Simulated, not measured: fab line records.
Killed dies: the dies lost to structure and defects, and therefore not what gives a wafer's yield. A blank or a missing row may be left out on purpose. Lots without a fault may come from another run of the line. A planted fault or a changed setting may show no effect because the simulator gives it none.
Which of the tools did it? || flow sky130 || 7 lots, 21 wafers sampled, at 2 steps of a route of 708

== WHAT EACH GAUGE READ, for each wafer ==
SKY_VT_ADJUST_NCORE_CD_MEAS_07: target cd 380 nm.
{"lot": "L600", "measured": "day 8 17:54", "on": "cd_sem-01", "cd_nm (nm)": "381.4 381.0 382.1"}
{"lot": "L606", "measured": "day 10 14:52", "on": "cd_sem-02", "cd_nm (nm)": "377.1 377.1 377.1"}
{"lot": "L610", "measured": "day 11 16:03", "on": "cd_sem-02", "cd_nm (nm)": "394.9 380.1 396.0"}
{"lot": "L614", "measured": "day 12 23:00", "on": "cd_sem-02", "cd_nm (nm)": "376.2 378.8 378.9"}
{"lot": "L617", "measured": "day 13 20:37", "on": "cd_sem-01", "cd_nm (nm)": "380.7 382.6 381.6"}
{"lot": "L620", "measured": "day 14 17:49", "on": "cd_sem-02", "cd_nm (nm)": "377.3 379.9 376.5"}
{"lot": "L622", "measured": "day 16 04:03", "on": "cd_sem-01", "cd_nm (nm)": "374.7 377.4 378.1"}

== EACH LOT AND THE TOOL THAT RAN IT (in order: tool; ch and the chambers of the sampled wafers; start) ==
{"lot": "L600", "SKY_VT_ADJUST_NCORE_DEVELOP_06": "litho_track-03 ch 0, day 8 17:45"}
{"lot": "L606", "SKY_VT_ADJUST_NCORE_DEVELOP_06": "litho_track-03 ch 0, day 10 14:43"}
{"lot": "L610", "SKY_VT_ADJUST_NCORE_DEVELOP_06": "litho_track-02 ch 0, day 11 15:54"}
{"lot": "L614", "SKY_VT_ADJUST_NCORE_DEVELOP_06": "litho_track-03 ch 0, day 12 22:51"}
{"lot": "L617", "SKY_VT_ADJUST_NCORE_DEVELOP_06": "litho_track-01 ch 0, day 13 20:28"}
{"lot": "L620", "SKY_VT_ADJUST_NCORE_DEVELOP_06": "litho_track-01 ch 0, day 14 17:40"}
{"lot": "L622", "SKY_VT_ADJUST_NCORE_DEVELOP_06": "litho_track-02 ch 0, day 16 03:54"}
- SKY_VT_ADJUST_NCORE_DEVELOP_06: develop time 60 s.

== THE ANSWER, worked out from the rows above alone ==
Rule: usual is defined by the lots themselves. The widest of any qualifying gaps counts: lots, ordered by their means at a reading, are off when they make up no more than a third of the lots, leave a main group of 4 or more, and stand apart from it by 3 or more times the standard deviation of that group's means. If all means in a main group match to the digits the tables above print for the reading, that group is not used. A lot without any number at a reading at which 4 lots or more have one is off too. Where the step has rows for the other lots, those lots are counted as sound.
Off: L610 (SKY_VT_ADJUST_NCORE_CD_MEAS_07, cd_nm). For the main group the mean is 378.8 nm and the standard deviation 2.
If a tool, at a process step before that reading, ran all the lots that are off and no sound lot after the first of them, it fits. Those tools and the gauges at SKY_VT_ADJUST_NCORE_CD_MEAS_07 are tried in the same way. No candidate that was tried fits.

== WHAT THE SIMULATOR HAD PUT IN ==
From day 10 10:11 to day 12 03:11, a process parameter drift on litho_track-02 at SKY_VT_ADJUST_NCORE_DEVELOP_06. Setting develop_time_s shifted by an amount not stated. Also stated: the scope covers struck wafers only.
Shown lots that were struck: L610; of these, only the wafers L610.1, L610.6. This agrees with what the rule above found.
